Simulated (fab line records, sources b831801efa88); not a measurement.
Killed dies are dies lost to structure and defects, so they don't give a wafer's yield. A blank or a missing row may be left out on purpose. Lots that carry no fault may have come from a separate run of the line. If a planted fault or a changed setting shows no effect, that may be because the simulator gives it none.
Commonality check across tools / flow gf180mcu / Lots sampled 12, wafers sampled 36

== WHY IT WAS OPENED ==
Of 12 lots, 3 have the reading V4_W_RS flagged at GF_V4_RS_MEAS_24. Wafers without a fault read 0.3279 ohm/sq, standard deviation 0.0028.
Rule: flag the lot when none of its wafers has a number, or when each of its wafers that has one lies beyond 4 standard deviations from that mean. The other lots count as sound.

lot=L882; measured=day 25 13:45; on=film metro-04; V4_W_RS (ohm/sq), wafer by wafer=0.3262 0.3264 0.3269; flag=
lot=L883; measured=day 25 22:56; on=film metro-03; V4_W_RS (ohm/sq), wafer by wafer=0.3249 0.3257 0.3238; flag=
lot=L885; measured=day 26 06:08; on=film metro-04; V4_W_RS (ohm/sq), wafer by wafer=0.3253 0.3230 0.3231; flag=
lot=L887; measured=day 26 23:15; on=film metro-02; V4_W_RS (ohm/sq), wafer by wafer=0.3268 0.3293 0.3245; flag=
lot=L889; measured=day 27 07:59; on=film metro-02; V4_W_RS (ohm/sq), wafer by wafer=0.3307 0.3281 0.3317; flag=
lot=L897; measured=day 29 18:56; on=film metro-03; V4_W_RS (ohm/sq), wafer by wafer=43.653 43.518 43.256; flag=FLAGGED
lot=L898; measured=day 30 02:03; on=film metro-02; V4_W_RS (ohm/sq), wafer by wafer=43.451 43.520 43.937; flag=FLAGGED
lot=L899; measured=day 30 11:28; on=film metro-03; V4_W_RS (ohm/sq), wafer by wafer=42.662 42.995 43.325; flag=FLAGGED
lot=L900; measured=day 30 17:41; on=film metro-02; V4_W_RS (ohm/sq), wafer by wafer=0.3309 0.3302 0.3358; flag=
lot=L901; measured=day 30 19:14; on=film metro-03; V4_W_RS (ohm/sq), wafer by wafer=0.3277 0.3276 0.3272; flag=
lot=L902; measured=day 31 02:55; on=film metro-04; V4_W_RS (ohm/sq), wafer by wafer=0.3294 0.3267 0.3335; flag=
lot=L903; measured=day 31 05:36; on=film metro-03; V4_W_RS (ohm/sq), wafer by wafer=0.3293 0.3282 0.3272; flag=
Averaged over the flagged lots the numbers come to 43.3686 ohm/sq, +43.0407 ohm/sq from the usual (+99 or more standard deviations).

== LOT BY LOT: THE TOOL USED ==
2 process steps preceding the reading are held in the record, out of 602 steps in the route. Every cell lists first the tool, next ch and the chambers used by the sampled wafers, and last the start.
lot=L882; flag=; GF_V4_SPUTTER_22=pvd sputter-04, day 25 13:34; GF_V4_CVD_23=cvd w-01 ch 0,1, day 25 13:37
lot=L883; flag=; GF_V4_SPUTTER_22=pvd sputter-04, day 25 22:46; GF_V4_CVD_23=cvd w-02 ch 1, day 25 22:49
lot=L885; flag=; GF_V4_SPUTTER_22=pvd sputter-04, day 26 05:56; GF_V4_CVD_23=cvd w-01 ch 0,1, day 26 06:01
lot=L887; flag=; GF_V4_SPUTTER_22=pvd sputter-03, day 26 23:05; GF_V4_CVD_23=cvd w-02 ch 0, day 26 23:07
lot=L889; flag=; GF_V4_SPUTTER_22=pvd sputter-01, day 27 07:49; GF_V4_CVD_23=cvd w-02 ch 0,1, day 27 07:51
lot=L897; flag=FLAGGED; GF_V4_SPUTTER_22=pvd sputter-04, day 29 18:47; GF_V4_CVD_23=cvd w-02 ch 0,1, day 29 18:49
lot=L898; flag=FLAGGED; GF_V4_SPUTTER_22=pvd sputter-01, day 30 01:53; GF_V4_CVD_23=cvd w-01 ch 0,1, day 30 01:56
lot=L899; flag=FLAGGED; GF_V4_SPUTTER_22=pvd sputter-01, day 30 11:17; GF_V4_CVD_23=cvd w-02 ch 0,1, day 30 11:19
lot=L900; flag=; GF_V4_SPUTTER_22=pvd sputter-04, day 30 17:31; GF_V4_CVD_23=cvd w-02 ch 0,1, day 30 17:33
lot=L901; flag=; GF_V4_SPUTTER_22=pvd sputter-04, day 30 19:05; GF_V4_CVD_23=cvd w-01 ch 0,1, day 30 19:08
lot=L902; flag=; GF_V4_SPUTTER_22=pvd sputter-03, day 31 02:46; GF_V4_CVD_23=cvd w-02 ch 0,1, day 31 02:48
lot=L903; flag=; GF_V4_SPUTTER_22=pvd sputter-03, day 31 05:27; GF_V4_CVD_23=cvd w-01 ch 0,1, day 31 05:29
What these steps do:
- GF_V4_SPUTTER_22: material TiN, target thk 10 nm, time 40 s.
- GF_V4_CVD_23: deposits W, target thk 350 nm, time 104.9 s.
- GF_V4_RS_MEAS_24: measures by four-point-probe.

== FLAGGED AGAINST TOTAL, ONE TOOL AT A TIME (gauges that did the reading follow at the end) ==
step=GF_V4_SPUTTER_22; tool=pvd sputter-01; lots run=3; flagged=2; share of the flagged lots=some; sound lots run after its first flagged lot=0
step=GF_V4_SPUTTER_22; tool=pvd sputter-03; lots run=3; flagged=0; share of the flagged lots=none; sound lots run after its first flagged lot=-
step=GF_V4_SPUTTER_22; tool=pvd sputter-04; lots run=6; flagged=1; share of the flagged lots=some; sound lots run after its first flagged lot=2 (L900,L901)
step=GF_V4_CVD_23; tool=cvd w-01; lots run=5; flagged=1; share of the flagged lots=some; sound lots run after its first flagged lot=2 (L901,L903)
step=GF_V4_CVD_23; tool=cvd w-02; lots run=7; flagged=2; share of the flagged lots=some; sound lots run after its first flagged lot=2 (L900,L902)
step=GF_V4_RS_MEAS_24; tool=film metro-02; lots run=4; flagged=1; share of the flagged lots=some; sound lots run after its first flagged lot=1 (L900)
step=GF_V4_RS_MEAS_24; tool=film metro-03; lots run=5; flagged=2; share of the flagged lots=some; sound lots run after its first flagged lot=2 (L901,L903)
step=GF_V4_RS_MEAS_24; tool=film metro-04; lots run=3; flagged=0; share of the flagged lots=none; sound lots run after its first flagged lot=-

== THE TABLE: WHAT IT ALLOWS ==
No row of the table ran every flagged lot.

== WHAT HAD BEEN PUT IN BY THE SIMULATOR ==
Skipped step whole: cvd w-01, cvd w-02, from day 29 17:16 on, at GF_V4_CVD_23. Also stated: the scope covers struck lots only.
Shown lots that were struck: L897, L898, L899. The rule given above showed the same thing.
